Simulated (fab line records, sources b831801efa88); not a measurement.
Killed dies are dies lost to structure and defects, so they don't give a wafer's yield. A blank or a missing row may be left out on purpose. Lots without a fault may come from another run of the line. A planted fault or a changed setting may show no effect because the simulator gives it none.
One fault seen from 2 desks | flow sky130 | each desk has only its own numbers; what lay behind them comes last

THE TOOL OWNER'S DESK: cmp-01
The tool's own readings at SKY_FIELD_ISO_CMP_27 (polishes, stops on Si3N4, t overpolish 16 s, target thk 457.8 nm): means of the sampled wafers that have a number, for each lot that ran on this tool. A lot is out of limits, marked OUT, if its mean lies more than 4 standard deviations from the usual mean; the brackets give that distance.
Columns: A = head_pressure_psi at SKY_FIELD_ISO_CMP_27, usual 3.999 psi; B = motor_current_A at SKY_FIELD_ISO_CMP_27, usual 12.5 A; C = overpolish_run_s at SKY_FIELD_ISO_CMP_27, usual 15.999 s; D = retaining_ring_pressure_frac at SKY_FIELD_ISO_CMP_27, usual 1.000; E = time_to_endpoint_s at SKY_FIELD_ISO_CMP_27, usual 111 s
lot  | first seen here | A     | B    | C                        | D     | E
L831 | day 2 12:22     | 4.003 | 13.1 | 15.996                   | 1.001 | 111
L832 | day 2 20:43     | 3.997 | 12.8 | 15.995                   | 1.000 | 109
L833 | day 2 22:32     | 3.993 | 13.1 | 15.999                   | 1.004 | 110
L834 | day 3 01:32     | 3.996 | 13.4 | 16.005                   | 0.999 | 108
L838 | day 3 20:02     | 3.999 | 12.8 | 15.997                   | 1.000 | 107
L842 | day 4 18:49     | 4.000 | 13.0 | 15.998                   | 1.002 | 112
L846 | day 5 15:26     | 4.012 | 12.9 | 18.204 (+99 or more) OUT | 0.997 | 111
L847 | day 5 18:23     | 3.999 | 13.1 | 18.207 (+99 or more) OUT | 0.998 | 111
This desk's finding: out of limits on L846, L847; first on L846, day 5 15:26 (overpolish_run_s at SKY_FIELD_ISO_CMP_27). In limits: L831, L832, L833, L834, L838, L842.

THE METROLOGY DESK
What the gauges read, lot by lot, whatever tool the lot ran on: means of the sampled wafers that have a number. A lot is out of limits, marked OUT, if its mean lies more than 4 standard deviations from the usual mean; the brackets give that distance.
Columns: A = FIELD_ISO_OXIDATION_01_THK at SKY_FIELD_ISO_THK_MEAS_23, usual 9.95 nm; B = PWDE_TW at SKY_PWDE_TW_MEAS_10, usual 376
lot  | first seen here | A     | B
L831 | day 2 10:37     | 9.88  | 375
L832 | day 2 18:56     | 10.16 | 378
L833 | day 2 20:50     | 9.67  | 381
L834 | day 2 23:43     | 9.80  | 374
L836 | day 3 07:56     | 9.89  | 374
L837 | day 3 12:51     | 10.03 | 372
L838 | day 3 17:31     | 10.07 | 376
L842 | day 4 17:09     | 10.38 | 370
L845 | day 5 07:17     | 10.10 | 379
L846 | day 5 13:46     | 9.76  | 378
L847 | day 5 16:42     | 9.97  | 376
L854 | day 7 09:53     | 9.73  | 375
This desk's finding: nothing out of limits on any of the 12 lots.

PUT TOGETHER
The tool owner's desk could have raised an alarm at day 5 15:26, on L846, L847.
The metrology desk saw nothing out of limits.
The metrology desk has L846, L847 on record, within its limits.
Of the lots named, all ran SKY_FIELD_ISO_CMP_27 on cmp-01.

WHAT THE SIMULATOR HAD PUT IN
Process parameter drift: cmp-01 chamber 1, from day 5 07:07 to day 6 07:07, at SKY_FIELD_ISO_CMP_27. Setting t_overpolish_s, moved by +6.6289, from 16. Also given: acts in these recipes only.
Lots struck among those shown: L846, L847.
Hours from the fault's start to each desk's first reading out of limits: the tool owner's desk, 8.
